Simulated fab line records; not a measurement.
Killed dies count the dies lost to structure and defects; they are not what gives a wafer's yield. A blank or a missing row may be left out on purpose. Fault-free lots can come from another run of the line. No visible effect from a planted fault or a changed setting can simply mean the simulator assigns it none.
Chamber matching + flow sky130 + cmp-01 running SKY_VIA1_CMP_24: 4 sister chambers
The step polishes, stops on SiO2, t overpolish 15 s, target thk 0 nm. 4 wafers are shown with their chamber, then 12 later ones without.

== EACH WAFER AND ITS CHAMBER ==
| wafer  | chamber | motor-current-A (A) |
|--------|---------|---------------------|
| L090.6 | 1       | 12.6                |
| L091.3 | 2       | 10.7                |
| L092.1 | 0       | 10.8                |
| L092.6 | 3       | 12.5                |

== WAFERS WHOSE CHAMBER IS MISSING ==
| wafer  | motor-current-A (A) |
|--------|---------------------|
| L095.1 | 10.4                |
| L095.2 | 10.3                |
| L095.6 | 13.1                |
| L095.3 | 12.8                |
| L095.4 | 13.2                |
| L095.5 | 10.2                |
| L094.1 | 10.3                |
| L094.3 | 12.6                |
| L094.6 | 12.8                |
| L096.2 | 10.5                |
| L096.3 | 12.6                |
| L096.4 | 11.2                |

== CHAMBER TAKEN BY EACH ==
| wafer  | from the rows above     | in truth |
|--------|-------------------------|----------|
| L095.1 | can't be placed: 2 or 0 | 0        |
| L095.2 | can't be placed: 2 or 0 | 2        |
| L095.6 | can't be placed: 1 or 3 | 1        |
| L095.3 | can't be placed: 1 or 3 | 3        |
| L095.4 | can't be placed: 1 or 3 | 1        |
| L095.5 | can't be placed: 2 or 0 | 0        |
| L094.1 | can't be placed: 2 or 0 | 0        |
| L094.3 | can't be placed: 1 or 3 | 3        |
| L094.6 | can't be placed: 1 or 3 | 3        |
| L096.2 | can't be placed: 2 or 0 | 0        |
| L096.3 | can't be placed: 1 or 3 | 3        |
| L096.4 | can't be placed: 0 or 2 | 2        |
Correctly placed: 0 of 12. Not placeable from these rows: 12 (in 12, the candidates include the true chamber). Number placed wrongly: 0.
How it was worked out, from the rows above alone: a wafer's distance from a chamber is the root of the sum, over the readings, of the square of ((its reading less the chamber's mean) divided by the reading's scatter). If the next closest chamber is less than 2 further off than the closest, the wafer can't be placed; otherwise it belongs to the closest. Each chamber's mean is taken over the wafers shown for it. The scatter: root of mean squared gap, hidden wafer to nearest shown wafer, with one shown wafer a chamber.
